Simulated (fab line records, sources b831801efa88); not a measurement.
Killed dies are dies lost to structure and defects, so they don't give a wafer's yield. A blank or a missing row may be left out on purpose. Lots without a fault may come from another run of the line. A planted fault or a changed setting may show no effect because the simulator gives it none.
Which tool did it? | flow gf180mcu | 15 lots, 45 wafers sampled, at 5 steps of a route of 602

WHAT THE GAUGES READ, wafer by wafer
GF_VT_IMPLANT_TW_MEAS_32.
lot  | measured     | on            | VT_IMPLANT_3_TW
L367 | day 6 20:46  | film_metro-04 | 266.5 266.6 265.2
L368 | day 7 02:11  | film_metro-04 | 263.3 262.6 264.3
L370 | day 7 17:24  | film_metro-01 | 262.5 262.6 262.8
L371 | day 7 23:28  | film_metro-01 | 264.5 263.5 263.7
L372 | day 8 05:47  | film_metro-04 | 265.5 266.6 265.8
L373 | day 8 15:31  | film_metro-01 | 266.6 264.2 267.2
L375 | day 9 00:29  | film_metro-04 | 29.8 29.9 29.8
L376 | day 9 07:11  | film_metro-03 | 30.1 30.3 30.3
L377 | day 9 16:02  | film_metro-01 | 29.8 29.7 29.8
L381 | day 10 16:23 | film_metro-01 | 264.4 265.6 266.9
L385 | day 11 18:47 | film_metro-01 | 265.1 266.0 265.4
L386 | day 12 01:04 | film_metro-01 | 264.2 264.1 264.2
L388 | day 12 14:48 | film_metro-03 | 267.2 267.3 268.6
L389 | day 13 01:40 | film_metro-04 | 267.6 268.8 268.4
L390 | day 13 02:25 | film_metro-01 | 264.6 264.5 265.3

GF_NSD_CD_MEAS_07: target cd 400 nm.
lot  | measured     | on        | cd_nm (nm)
L367 | day 13 09:05 | cd_sem-01 | 400.7 399.8 399.8
L368 | day 13 14:51 | cd_sem-01 | 400.7 400.4 400.3
L370 | day 14 09:35 | cd_sem-01 | 401.6 400.4 402.2
L371 | day 14 17:05 | cd_sem-01 | 400.6 401.0 401.6
L372 | day 15 05:44 | cd_sem-01 | 399.8 401.1 400.8
L373 | day 15 11:35 | cd_sem-02 | 400.5 402.8 400.2
L381 | day 18 07:22 | cd_sem-01 | 397.4 395.1 396.2
L385 | day 19 14:05 | cd_sem-01 | 399.2 399.2 397.4
L386 | day 19 19:26 | cd_sem-01 | 400.8 398.6 396.6
L388 | day 20 14:26 | cd_sem-02 | 397.8 397.8 397.9
L389 | day 21 00:38 | cd_sem-01 | 403.4 400.7 403.2
L390 | day 21 05:46 | cd_sem-02 | 402.2 403.1 403.4

WHICH TOOL RAN EACH LOT (tool, then ch and the chambers of the sampled wafers, then the start)
lot  | GF_LVPWELL_STRIP_10                 | GF_VT_IMPLANT_IMPLANT_30        | GF_HV_LDD_STRIP_37
L367 | plasma_asher-03 ch 0,1, day 3 19:49 | implanter-03 ch 0, day 6 20:32  | plasma_asher-03 ch 0,1, day 11 14:27
L368 | plasma_asher-01 ch 0,1, day 4 02:44 | implanter-02 ch 0, day 7 01:56  | plasma_asher-03 ch 0,1, day 11 20:36
L370 | plasma_asher-01 ch 1, day 4 14:38   | implanter-02 ch 0, day 7 17:10  | plasma_asher-01 ch 0,1, day 12 12:34
L371 | plasma_asher-03 ch 0,1, day 4 20:22 | implanter-02 ch 0, day 7 23:14  | plasma_asher-01 ch 0,1, day 12 21:47
L372 | plasma_asher-01 ch 0,1, day 5 00:20 | implanter-02 ch 0, day 8 05:33  | plasma_asher-03 ch 0,1, day 13 08:20
L373 | plasma_asher-04 ch 0,1, day 5 08:44 | implanter-02 ch 0, day 8 15:17  | plasma_asher-03 ch 0,1, day 13 14:37
L375 | plasma_asher-04 ch 0,1, day 5 18:14 | implanter-04, day 9 00:14       | -
L376 | plasma_asher-04 ch 0, day 5 22:23   | implanter-04, day 9 06:56       | -
L377 | plasma_asher-03 ch 1, day 6 05:59   | implanter-02, day 9 15:47       | -
L381 | plasma_asher-04 ch 0,1, day 7 04:00 | implanter-02 ch 0, day 10 16:08 | plasma_asher-01 ch 0,1, day 16 05:33
L385 | plasma_asher-04 ch 0,1, day 8 02:33 | implanter-02 ch 0, day 11 18:33 | plasma_asher-01 ch 0,1, day 17 11:11
L386 | plasma_asher-01 ch 0,1, day 8 08:43 | implanter-03 ch 0, day 12 00:50 | plasma_asher-03 ch 0,1, day 17 16:54
L388 | plasma_asher-04 ch 0,1, day 8 18:41 | implanter-04 ch 0, day 12 14:34 | plasma_asher-03 ch 0,1, day 18 10:40
L389 | plasma_asher-04 ch 0,1, day 9 03:15 | implanter-02 ch 0, day 13 01:26 | plasma_asher-01 ch 0,1, day 18 21:49
L390 | plasma_asher-03 ch 0, day 9 05:14   | implanter-04 ch 0, day 13 02:10 | plasma_asher-03 ch 0,1, day 19 01:55
- GF_LVPWELL_STRIP_10: strips in O2/N2.
- GF_VT_IMPLANT_IMPLANT_30
- GF_HV_LDD_STRIP_37: strips in O2/N2.

WHAT THE TOOLS THEMSELVES READ (means of the sampled wafers that have a number; where no wafer has one, the mark that the record gives instead)
GF_LVPWELL_STRIP_10.
lot  | tool            | drypump_motor_current_A (A) | heater_power_w (W) | oes_product_au (a.u.) | strip_time_to_endpoint_s (s)
L367 | plasma_asher-03 | 5.47                        | 318                | 0.722                 | 36.70
L368 | plasma_asher-01 | 5.82                        | 311                | 0.720                 | 36.87
L370 | plasma_asher-01 | 5.92                        | 314                | 0.729                 | 36.86
L371 | plasma_asher-03 | 5.49                        | 323                | 0.726                 | 36.91
L372 | plasma_asher-01 | 5.70                        | 302                | 0.728                 | 36.95
L373 | plasma_asher-04 | 5.37                        | 352                | 0.722                 | 36.95
L375 | plasma_asher-04 | 5.47                        | 331                | 0.723                 | 36.90
L376 | plasma_asher-04 | 5.56                        | 309                | 0.727                 | 36.94
L377 | plasma_asher-03 | 5.33                        | 316                | 0.723                 | 36.86
L381 | plasma_asher-04 | 5.35                        | 352                | 0.724                 | 36.94
L385 | plasma_asher-04 | 5.47                        | 330                | 0.723                 | 37.05
L386 | plasma_asher-01 | 5.71                        | 301                | 0.724                 | 36.92
L388 | plasma_asher-04 | 5.46                        | 333                | 0.720                 | 36.90
L389 | plasma_asher-04 | 5.36                        | 351                | 0.722                 | 37.06
L390 | plasma_asher-03 | 5.81                        | 329                | 0.723                 | 37.05

GF_VT_IMPLANT_IMPLANT_30.
lot  | tool         | beam_energy_keV | beam_on_s (s) | end_station_pressure_torr (Torr)
L367 | implanter-03 | 24.462          | 9.91          | 5.13e-06
L368 | implanter-02 | 24.460          | 9.89          | 4.98e-06
L370 | implanter-02 | 24.456          | 9.97          | 4.80e-06
L371 | implanter-02 | 24.455          | 10.04         | 5.14e-06
L372 | implanter-02 | 24.461          | 9.85          | 4.82e-06
L373 | implanter-02 | 24.459          | 9.80          | 5.20e-06
L375 | implanter-04 | -               | -             | -
L376 | implanter-04 | -               | -             | -
L377 | implanter-02 | -               | -             | -
L381 | implanter-02 | 24.455          | 10.31         | 5.01e-06
L385 | implanter-02 | 24.463          | 10.11         | 4.72e-06
L386 | implanter-03 | 24.447          | 10.09         | 5.13e-06
L388 | implanter-04 | 24.458          | 10.07         | 5.11e-06
L389 | implanter-02 | 24.457          | 10.08         | 4.96e-06
L390 | implanter-04 | 24.457          | 10.07         | 4.92e-06

GF_HV_LDD_STRIP_37.
lot  | tool            | drypump_motor_current_A (A) | heater_power_w (W) | oes_product_au (a.u.) | strip_time_to_endpoint_s (s)
L367 | plasma_asher-03 | 5.48                        | 326                | 0.719                 | 12.67
L368 | plasma_asher-03 | 5.63                        | 328                | 0.714                 | 12.59
L370 | plasma_asher-01 | 5.81                        | 318                | 0.717                 | 12.67
L371 | plasma_asher-01 | 5.83                        | 307                | 0.718                 | 12.68
L372 | plasma_asher-03 | 5.65                        | 329                | 0.712                 | 12.64
L373 | plasma_asher-03 | 5.48                        | 324                | 0.720                 | 12.66
L381 | plasma_asher-01 | 5.80                        | 317                | 0.716                 | 12.65
L385 | plasma_asher-01 | 5.82                        | 315                | 0.717                 | 12.69
L386 | plasma_asher-03 | 5.50                        | 320                | 0.717                 | 12.67
L388 | plasma_asher-03 | 5.49                        | 317                | 0.714                 | 12.64
L389 | plasma_asher-01 | 5.83                        | 310                | 0.716                 | 12.65
L390 | plasma_asher-03 | 5.49                        | 317                | 0.712                 | 12.69

THE ANSWER, worked out from the rows above alone
Rule: what is usual is taken from the lots themselves. Put in order of their means at a reading, lots are off if they are a third of the lots or fewer, leave a main group of 4 or more, and stand apart from it by a gap of 3 or more times the standard deviation of the main group's means; of several such gaps the widest counts. A main group whose means are all the same, to the digits that the tables above print for the reading, isn't used. A lot without any number at a reading at which 4 lots or more have one is off too. The other lots that the step has rows for count as sound. The gauges are gone through in route order, then the tools' own readings, and for those a lot's mean is taken as printed above. The first step at which some lot is off is used, and at that step the reading that is off furthest; a lot without a number counts as furthest.
Off: L375, L376, L377, at GF_VT_IMPLANT_TW_MEAS_32 (VT_IMPLANT_3_TW). The main group: mean 265.3, standard deviation 1.6.
A tool fits if, at a process step before that reading, it ran every lot that is off, and no sound lot after the first of them. The gauges at GF_VT_IMPLANT_TW_MEAS_32 aren't tried: what is off there is off at GF_VT_IMPLANT_IMPLANT_30 too, on other tools, and a gauge's error can't cause that. None of those tried fits.

WHAT THE SIMULATOR HAD PUT IN
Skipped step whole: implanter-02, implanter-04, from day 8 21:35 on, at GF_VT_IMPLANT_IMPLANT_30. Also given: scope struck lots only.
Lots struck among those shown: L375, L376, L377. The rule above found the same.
